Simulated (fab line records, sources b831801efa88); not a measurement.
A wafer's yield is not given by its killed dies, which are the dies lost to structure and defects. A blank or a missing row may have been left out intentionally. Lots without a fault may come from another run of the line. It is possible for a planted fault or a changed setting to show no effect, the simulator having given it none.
Which tool did it? -- flow gf180mcu -- Sampling: 11 lots, 33 wafers, 6 of 602 route steps

## WHAT THE GAUGES SHOWED, per wafer
GF_TOP_METAL_RS_MEAS_05: uses a four-point probe to measure.
lot,measured,on,TOP_METAL_ALCU_RS (ohm/sq)
L403,day 27 07:02,filmMetro-03,0.03266 0.03276 0.03254
L405,day 27 21:43,filmMetro-03,0.03292 0.0331 0.03324
L411,day 29 22:26,filmMetro-02,0.05504 0.05537 0.05531
L413,day 30 07:41,filmMetro-03,0.05438 0.05516 0.05465
L418,day 31 20:53,filmMetro-02,0.03255 0.03282 0.03267
L419,day 31 22:50,filmMetro-01,0.0322 0.03246 0.03234
L420,day 31 23:50,filmMetro-02,0.03265 0.03284 0.03284
L421,day 32 08:25,filmMetro-02,0.03258 0.03256 0.03299
L422,day 32 10:29,filmMetro-03,0.03309 0.03277 0.03297
L423,day 32 16:15,filmMetro-02,0.03299 0.03276 0.03281
L426,day 33 17:26,filmMetro-02,0.03307 0.03243 0.0327

GF_TOP_METAL_THK_MEAS_06: measures by xrf.
lot,measured,on,TOP_METAL_ALCU_THK (nm)
L403,day 27 07:09,filmMetro-03,904 904 901
L405,day 27 21:49,filmMetro-03,898 893 883
L411,day 29 22:34,filmMetro-02,539 534 533
L413,day 30 07:49,filmMetro-03,547 540 546
L418,day 31 20:59,filmMetro-02,905 901 900
L419,day 31 22:56,filmMetro-01,927 918 921
L420,day 31 23:56,filmMetro-02,907 899 898
L421,day 32 08:32,filmMetro-02,903 904 892
L422,day 32 10:35,filmMetro-03,894 902 897
L423,day 32 16:22,filmMetro-02,893 896 893
L426,day 33 17:32,filmMetro-02,884 904 900

## WHICH TOOL RAN EACH LOT (tool, then ch and the chambers of the sampled wafers, then the start)
lot,GF_M5_METAL_ETCH_10,GF_V5_CVD_02,GF_TOP_METAL_SPUTTER_00,GF_TOP_METAL_SPUTTER_02
L403,"rieMetal-01 ch 0,1, day 26 07:28","pecvd-02 ch 0,1,2, day 26 08:14","pvdSputter-02, day 27 06:47","pvdSputter-02, day 27 06:56"
L405,"rieMetal-02 ch 0,1, day 26 22:38","pecvd-04 ch 1,2, day 26 23:25","pvdSputter-01, day 27 21:28","pvdSputter-01, day 27 21:36"
L411,"rieMetal-02 ch 0,1, day 29 00:08","pecvd-04 ch 1,2, day 29 00:56","pvdSputter-02, day 29 22:13","pvdSputter-02, day 29 22:21"
L413,"rieMetal-01 ch 0,1, day 29 09:28","pecvd-04 ch 1,2, day 29 10:17","pvdSputter-02, day 30 07:28","pvdSputter-02, day 30 07:36"
L418,"rieMetal-03 ch 1, day 31 00:19","pecvd-04 ch 0,1, day 31 01:10","pvdSputter-01, day 31 20:38","pvdSputter-01, day 31 20:46"
L419,"rieMetal-02 ch 0,1, day 31 01:46","pecvd-02 ch 0,1,2, day 31 02:30","pvdSputter-04, day 31 22:34","pvdSputter-04, day 31 22:42"
L420,"rieMetal-01 ch 0,1, day 31 04:19","pecvd-02 ch 0,1, day 31 05:03","pvdSputter-01, day 31 23:34","pvdSputter-01, day 31 23:42"
L421,"rieMetal-03 ch 0,1, day 31 12:56","pecvd-04 ch 0,1,2, day 31 13:42","pvdSputter-01, day 32 08:12","pvdSputter-01, day 32 08:20"
L422,"rieMetal-02 ch 0,1, day 31 13:56","pecvd-01 ch 0,2, day 31 14:47","pvdSputter-01, day 32 10:14","pvdSputter-01, day 32 10:22"
L423,"rieMetal-02 ch 0,1, day 31 21:05","pecvd-01 ch 0,1,2, day 31 21:51","pvdSputter-01, day 32 16:00","pvdSputter-01, day 32 16:08"
L426,"rieMetal-03 ch 0, day 32 22:20","pecvd-02 ch 1,2, day 32 23:06","pvdSputter-02, day 33 17:11","pvdSputter-02, day 33 17:19"
- GF_M5_METAL_ETCH_10: etches the open film in Cl2/BCl3, stops on SiO2, target depth 750.8 nm, time 125.1 s.
- GF_V5_CVD_02: deposits SiO2 from TEOS, target thk 1450 nm, time 163.28 s.
- GF_TOP_METAL_SPUTTER_00: material Ti, target thk 37.5 nm, time 147.6 s.
- GF_TOP_METAL_SPUTTER_02: material AlCu, target thk 900 nm, time 47.82 s.

## WHAT THE TOOLS THEMSELVES READ (means of the sampled wafers that have a number; where no wafer has one, the mark that the record gives instead)
GF_M5_METAL_ETCH_10.
lot,tool,biasW (W),drypumpMotorCurrentA (A),oesProductAu (a.u.),throttleValvePct (%)
L403,rieMetal-01,139.6,6.1,0.991,28.232
L405,rieMetal-02,140.0,5.0,0.987,28.228
L411,rieMetal-02,139.9,5.1,0.987,28.234
L413,rieMetal-01,140.3,6.3,0.982,28.231
L418,rieMetal-03,140.1,5.4,0.984,28.231
L419,rieMetal-02,140.6,5.4,0.985,28.224
L420,rieMetal-01,140.0,6.1,0.987,28.232
L421,rieMetal-03,140.3,5.8,0.987,28.237
L422,rieMetal-02,139.8,5.4,0.983,28.239
L423,rieMetal-02,140.1,5.1,0.985,28.238
L426,rieMetal-03,140.5,6.5,0.979,28.234

GF_V5_CVD_02.
lot,tool,heaterPowerW (W),susceptorTempC (C)
L403,pecvd-02,650,400.12
L405,pecvd-04,611,399.97
L411,pecvd-04,660,399.93
L413,pecvd-04,659,400.21
L418,pecvd-04,599,400.04
L419,pecvd-02,596,399.90
L420,pecvd-02,693,399.81
L421,pecvd-04,596,400.09
L422,pecvd-01,681,400.34
L423,pecvd-01,709,399.86
L426,pecvd-02,641,400.07

GF_TOP_METAL_SPUTTER_00.
lot,tool,cathodeDcPowerW (W),throttleValvePct (%)
L403,pvdSputter-02,3999.7,29.9
L405,pvdSputter-01,3999.7,30.5
L411,pvdSputter-02,4000.0,30.3
L413,pvdSputter-02,4000.0,29.3
L418,pvdSputter-01,4000.1,30.5
L419,pvdSputter-04,3999.8,29.7
L420,pvdSputter-01,3999.7,29.8
L421,pvdSputter-01,4000.7,30.3
L422,pvdSputter-01,3999.8,30.3
L423,pvdSputter-01,4000.4,30.3
L426,pvdSputter-02,4000.0,30.4

GF_TOP_METAL_SPUTTER_02.
lot,tool,cathodeDcPowerW (W),throttleValvePct (%)
L403,pvdSputter-02,10600,30.0
L405,pvdSputter-01,10599,30.4
L411,pvdSputter-02,6390,30.4
L413,pvdSputter-02,6389,29.4
L418,pvdSputter-01,10601,30.6
L419,pvdSputter-04,10599,29.6
L420,pvdSputter-01,10599,29.7
L421,pvdSputter-01,10600,30.5
L422,pvdSputter-01,10601,30.3
L423,pvdSputter-01,10600,30.3
L426,pvdSputter-02,10602,30.4

## THE ANSWER, worked out from the rows above alone
Rule: the lots themselves supply what counts as usual. Put in order of their means at a reading, lots are off if they are a third of the lots or fewer, leave a main group of 4 or more, and stand apart from it by a gap of 3 or more times the standard deviation of the main group's means; of several such gaps the widest counts. If all means in a main group match to the digits the tables above print for the reading, that group is not used. A lot without any number at a reading at which 4 lots or more have one is off too. All remaining lots with rows at the step are treated as sound. Order of review: gauges by route order, followed by the tools' own readings, for which a lot's mean as printed above is used. At the first step where some lot is off, the reading lying furthest off is the one used; lots without a number count as furthest.
Off: at GF_TOP_METAL_RS_MEAS_05 (TOP_METAL_ALCU_RS), L411, L413. Mean 0.03275 ohm/sq and standard deviation 0.0002 in the main group.
A tool fits if, at a process step before that reading, it ran every lot that is off, and no sound lot after the first of them. Not tried: the gauges at GF_TOP_METAL_RS_MEAS_05; whatever is off there is also off at GF_TOP_METAL_SPUTTER_02, on other tools, and gauge error can't account for it. No candidate that was tried fits.

## WHAT HAD BEEN PUT IN BY THE SIMULATOR
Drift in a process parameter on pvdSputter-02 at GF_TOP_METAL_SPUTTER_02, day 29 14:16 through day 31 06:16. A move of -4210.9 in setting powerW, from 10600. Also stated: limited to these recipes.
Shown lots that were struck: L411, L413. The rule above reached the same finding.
